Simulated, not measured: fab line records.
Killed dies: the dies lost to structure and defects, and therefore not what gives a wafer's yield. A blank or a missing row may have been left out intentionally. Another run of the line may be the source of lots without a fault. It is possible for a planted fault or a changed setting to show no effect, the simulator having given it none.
Tool commonality check	flow gf180mcu	Sampled: 13 lots, 37 wafers

== WHAT PROMPTED THE OPENING ==
At GF_V3_THK_MEAS_01 the reading V3_CVD_00_THK is flagged on 2 of 13 lots. Wafers without a fault read 600 nm, standard deviation 5.6.
Rule: a lot gets a flag if all its wafers with a number sit over 4 standard deviations from that mean, or if no wafer of it has a number. As for the other lots, they are considered sound.

lot	measured	on	V3_CVD_00_THK (nm), wafer by wafer	flag
L758	day 21 09:52	filmMetro-02	601 600	
L759	day 21 18:36	filmMetro-01	599 600 604	
L760	day 22 05:41	filmMetro-01	607 597 597	
L761	day 22 12:29	filmMetro-04	605 604 604	
L764	day 23 17:26	filmMetro-02	1210 1208 1212	FLAGGED
L767	day 24 16:38	filmMetro-04	1194 1184 1195	FLAGGED
L773	day 26 12:36	filmMetro-02	598 595 593	
L774	day 26 16:31	filmMetro-04	596 598 600	
L776	day 27 11:39	filmMetro-01	610 599 605	
L777	day 27 18:14	filmMetro-04	605 604 598	
L778	day 28 01:52	filmMetro-04	609 613	
L779	day 28 04:50	filmMetro-01	605 601 605	
L781	day 28 20:28	filmMetro-01	593 602 601	
Averaged over the flagged lots the numbers come to 1200 nm, +600 nm from the usual (+99 or more standard deviations).

== EACH LOT AND THE TOOL IT RAN ON ==
4 process steps preceding the reading are held in the record, out of 602 steps in the route. Each cell gives the tool, then ch followed by the chambers the sampled wafers passed through, then the start.
lot	flag	GF_V2_SPUTTER_21	GF_V2_CVD_23	GF_M3_SPUTTER_01	GF_V3_CVD_00
L758		pvdSputter-03, day 20 07:40	cvdW-02 ch 0,1, day 20 07:46	pvdSputter-04, day 20 08:28	hdpcvd-02 ch 0, day 21 09:47
L759		pvdSputter-02, day 20 16:22	cvdW-02 ch 0, day 20 16:31	pvdSputter-04, day 20 17:17	hdpcvd-02 ch 0,2, day 21 18:31
L760		pvdSputter-02, day 21 04:32	cvdW-01 ch 0,1, day 21 04:40	pvdSputter-02, day 21 05:20	hdpcvd-02 ch 0,1,2, day 22 05:35
L761		pvdSputter-03, day 21 09:58	cvdW-02 ch 0,1, day 21 10:04	pvdSputter-02, day 21 11:03	hdpcvd-02 ch 1,2, day 22 12:25
L764	FLAGGED	pvdSputter-02, day 22 16:01	cvdW-02 ch 0,1, day 22 16:07	pvdSputter-01, day 22 16:49	hdpcvd-01 ch 0,1,2, day 23 17:04
L767	FLAGGED	pvdSputter-02, day 23 16:28	cvdW-02 ch 0,1, day 23 16:34	pvdSputter-04, day 23 17:15	hdpcvd-02 ch 0,1,2, day 24 16:20
L773		pvdSputter-02, day 25 13:46	cvdW-01 ch 0,1, day 25 13:52	pvdSputter-02, day 25 14:34	hdpcvd-01 ch 0,1, day 26 12:31
L774		pvdSputter-02, day 25 17:49	cvdW-01 ch 0,1, day 25 17:55	pvdSputter-04, day 25 18:37	hdpcvd-01 ch 0,1, day 26 16:25
L776		pvdSputter-01, day 26 13:17	cvdW-02 ch 0,1, day 26 13:23	pvdSputter-02, day 26 14:05	hdpcvd-01 ch 0,1,2, day 27 11:34
L777		pvdSputter-01, day 26 20:26	cvdW-01 ch 0,1, day 26 20:32	pvdSputter-01, day 26 21:13	hdpcvd-01 ch 0,1,2, day 27 18:10
L778		pvdSputter-01, day 27 03:44	cvdW-01 ch 1, day 27 03:50	pvdSputter-04, day 27 04:31	hdpcvd-01 ch 0,1, day 28 01:47
L779		pvdSputter-03, day 27 07:35	cvdW-01 ch 0,1, day 27 07:43	pvdSputter-01, day 27 08:23	hdpcvd-01 ch 0,1, day 28 04:44
L781		pvdSputter-01, day 27 23:18	cvdW-02 ch 0,1, day 27 23:27	pvdSputter-02, day 28 00:06	hdpcvd-02 ch 0,1,2, day 28 20:22
These steps, and what they do:
- GF_V2_SPUTTER_21: material Ti, target thk 15 nm, time 80.02 s.
- GF_V2_CVD_23: deposits W, target thk 350 nm, time 104.94 s.
- GF_M3_SPUTTER_01: material TiN, target thk 30 nm, time 25 s.
- GF_V3_CVD_00: deposits SiO2, target thk 600 nm, time 100 s.
- GF_V3_THK_MEAS_01

== FLAGGED OVER TOTAL, TOOL BY TOOL (the gauges that took the reading come last) ==
step	tool	lots run	flagged	share of the flagged lots	sound lots run after its first flagged lot
GF_V2_SPUTTER_21	pvdSputter-01	4	0	none	-
GF_V2_SPUTTER_21	pvdSputter-02	6	2	all	2 (L773,L774)
GF_V2_SPUTTER_21	pvdSputter-03	3	0	none	-
GF_V2_CVD_23	cvdW-01	6	0	none	-
GF_V2_CVD_23	cvdW-02	7	2	all	2 (L776,L781)
GF_M3_SPUTTER_01	pvdSputter-01	3	1	some	2 (L777,L779)
GF_M3_SPUTTER_01	pvdSputter-02	5	0	none	-
GF_M3_SPUTTER_01	pvdSputter-04	5	1	some	2 (L774,L778)
GF_V3_CVD_00	hdpcvd-01	7	1	some	6 (L773,L774,L776,L777,L778,L779)
GF_V3_CVD_00	hdpcvd-02	6	1	some	1 (L781)
GF_V3_THK_MEAS_01	filmMetro-01	5	0	none	-
GF_V3_THK_MEAS_01	filmMetro-02	3	1	some	1 (L773)
GF_V3_THK_MEAS_01	filmMetro-04	5	1	some	3 (L774,L777,L778)

== WHAT THE TABLE PERMITS ==
Table rows that saw every flagged lot: 2, namely pvdSputter-02 at GF_V2_SPUTTER_21 and cvdW-02 at GF_V2_CVD_23.
- pvdSputter-02 at GF_V2_SPUTTER_21 ran 6 lots, 2 of them flagged. After the first flagged lot (L773, L774), sound lots still ran on it; a lasting fault on the whole tool would not permit that.
- cvdW-02 at GF_V2_CVD_23 ran 7 lots, 2 of them flagged. After the first flagged lot (L776, L781), sound lots still ran on it; a lasting fault on the whole tool would not permit that.
No row of the table ran every flagged lot and no sound lot after the first.

== WHAT HAD BEEN PUT IN BY THE SIMULATOR ==
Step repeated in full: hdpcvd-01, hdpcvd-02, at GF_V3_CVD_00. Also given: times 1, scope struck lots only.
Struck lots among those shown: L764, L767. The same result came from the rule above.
